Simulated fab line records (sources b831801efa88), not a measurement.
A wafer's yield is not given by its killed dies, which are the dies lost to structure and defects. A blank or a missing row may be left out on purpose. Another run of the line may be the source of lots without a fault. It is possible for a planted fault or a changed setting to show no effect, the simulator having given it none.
The same fault as seen by 2 desks ; flow gf180mcu ; numbers are kept per desk, each desk with only its own; the story behind them comes last

## AT THE TOOL OWNER'S DESK: implanter-03
GF_HV_LDD_IMPLANT_48, tool's own readings: per-lot mean of the sampled wafers with a number, covering each lot this tool ran. Any lot whose mean is over 4 standard deviations away from the usual mean is out of limits and marked OUT; that distance is given in the brackets.
Columns: A = beam energy keV at GF_HV_LDD_IMPLANT_48, usual 24.999; B = end station pressure torr at GF_HV_LDD_IMPLANT_48, usual 5.1e-06 Torr
lot;first seen here;A;B
L398;day 12 22:04;24.999;5.3e-06
L405;day 15 08:02;24.996;4.9e-06
L406;day 15 17:36;24.998;4.9e-06
L407;day 16 03:44;24.991;5.4e-06
This desk's verdict: no lot among the 4 shows anything out of limits.

## AT THE METROLOGY DESK
What the gauges read for every lot (on any tool): the sampled wafers with a number, averaged. Any lot whose mean is over 4 standard deviations away from the usual mean is out of limits and marked OUT; that distance is given in the brackets. Of its 10 readings 7 are shown: those that lie furthest out on some lot.
Columns: A = HV_LDD_3_TW at GF_HV_LDD_TW_MEAS_38, usual 1430; B = cd nm at GF_HV_LDD_CD_MEAS_46, usual 399.6 nm; C = HV_LDD_4_TW at GF_HV_LDD_TW_MEAS_50, usual 568; D = HV_LDD_RS at GF_HV_LDD_RS_MEAS_53, usual 418.4 ohm/sq; E = HV_LDD_CVD_54_THK at GF_HV_LDD_THK_MEAS_55, usual 10.09 nm; F = HV_LDD_CVD_56_THK at GF_HV_LDD_THK_MEAS_57, usual 90.6 nm; G = cd nm at GF_NSD_CD_MEAS_07, usual 398.9 nm
lot;first seen here;A;B;C;D;E;F;G
L398;day 12 02:15;1422;400.5;565;418.2;10.17;89.3;397.8
L405;day 14 10:56;1427;402.4;572;420.4;10.18;90.9;399.3
L406;day 14 20:16;1430;402.0;558;418.3;10.02;90.9;398.1
L407;day 15 06:11;1433;400.5;561;418.9;9.90;90.8;399.7
L413;day 17 01:49;1417;400.8;563;416.9;10.03;91.1;394.6
L414;day 17 08:23;1415;398.4;572;419.5;10.10;90.0;401.3
This desk's verdict: no lot among the 6 shows anything out of limits.

## ALL TOGETHER
Nothing out of limits was seen by the tool owner's desk.
At the metrology desk, nothing out of limits was observed.

## WHAT WAS PUT IN BY THE SIMULATOR
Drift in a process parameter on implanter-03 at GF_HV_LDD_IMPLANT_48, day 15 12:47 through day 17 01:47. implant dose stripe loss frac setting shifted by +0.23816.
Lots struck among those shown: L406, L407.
